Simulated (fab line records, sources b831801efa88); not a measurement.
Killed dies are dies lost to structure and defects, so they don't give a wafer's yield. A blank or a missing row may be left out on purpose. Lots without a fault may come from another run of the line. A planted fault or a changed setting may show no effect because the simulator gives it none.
A struck lot beside a sound one | flow sky130 | 19 steps out of a route of 708
Sound: wafers L244.2, L244.5, L244.6. Struck: wafers L240.1, L240.3, L240.5. The cause comes at the end.
At each step with rows: each side's tool, then ch and its chambers, then its first start. Under that, the readings that differ: sound wafers | struck wafers | difference of the means | sigmas: that difference in standard deviations of wafers without a fault.
alike: readings whose means differ by less than 2 such deviations, and words and numbers that are the same on both sides. not compared: withheld readings, readings that some wafer has no value for, bounds like >300 that may hide the same value, and numbers for which the record gives no deviation and whose values overlap.
The two part at a step that has a row with sigmas, a row that says differs or no value, or rows on one side only. Numbers that don't overlap but have no deviation are shown without sigmas and don't part them. A reading that every wafer of one side lacks parts them only if that side has two wafers or more.

SKY_LDD_HVP_OVL_MEAS_07:
  sound on overlay-01, day 25 02:11; struck on overlay-01, day 23 21:36
  alike: LDD_HVP_OVL
then, 1 step without rows for these wafers: SKY_LDD_HVP_IMPLANT_08.
SKY_LDD_HVP_STRIP_09: strips in O2/N2.
  sound on plasma_asher-02 ch 0,1, day 25 02:22; struck on plasma_asher-02 ch 0, day 23 21:47
  alike: drypump_motor_current_A, oes_product_au, strip_time_to_endpoint_s
  not compared: rf_hours_counter_h
SKY_LDD_HVP_TW_MEAS_10:
  sound on film_metro-03, day 25 02:28; struck on film_metro-02, day 23 21:53
  reading    | sound       | struck      | difference | sigmas
  LDD_HVP_TW | 459 462 457 | 453 454 450 | -7         | -2
then, 7 steps without rows for these wafers: SKY_LDD_LDN_DEHYDRATE_00 (time 60 s); SKY_LDD_LDN_HMDS_01 (prime time 60 s); SKY_LDD_LDN_COAT_02 (resist thk 1140 nm); SKY_LDD_LDN_SOFTBAKE_03 (time 60 s); SKY_LDD_LDN_EXPOSE_04 (exposes mask LDNTM, target cd 700 nm); SKY_LDD_LDN_PEB_05; SKY_LDD_LDN_DEVELOP_06 (develop time 60 s).
SKY_LDD_LDN_OVL_MEAS_07:
  sound on overlay-01, day 26 06:44; struck on overlay-02, day 25 02:18
  alike: LDD_LDN_OVL
SKY_LDD_LDN_IMPLANT_08:
  sound on implanter-01 ch 0, day 26 06:47; struck on implanter-02, day 25 02:20
  no value came back on the struck wafers for beam_energy_keV, beam_on_s (s), rotation_deg (degrees); on the sound wafers beam_energy_keV reads 15.001 14.994 14.997
then, 3 steps without rows for these wafers: SKY_LDD_LDN_IMPLANT_09; SKY_LDD_LDN_IMPLANT_10; SKY_LDD_LDN_IMPLANT_11.
SKY_LDD_LDN_STRIP_12: strips in O2/N2.
  sound on plasma_asher-03 ch 0,1, day 26 07:22; struck on plasma_asher-03 ch 0,1, day 25 02:56
  alike: drypump_motor_current_A, oes_product_au, strip_time_to_endpoint_s
  not compared: rf_hours_counter_h
SKY_LDD_LDN_TW_MEAS_13:
  sound on film_metro-03, day 26 07:28; struck on film_metro-02, day 25 03:02
  reading    | sound          | struck         | difference | sigmas
  LDD_LDN_TW | 1484 1489 1496 | 1349 1355 1355 | -137       | -14
then, 1 step without rows for these wafers: SKY_LDD_LDN_CLEAN_14 (cleans in SC1/SC2, time 150 s).

WHERE THEY PART
First at SKY_LDD_HVP_TW_MEAS_10; last, within this record, at SKY_LDD_LDN_TW_MEAS_13.

WHY: what the simulator had put in
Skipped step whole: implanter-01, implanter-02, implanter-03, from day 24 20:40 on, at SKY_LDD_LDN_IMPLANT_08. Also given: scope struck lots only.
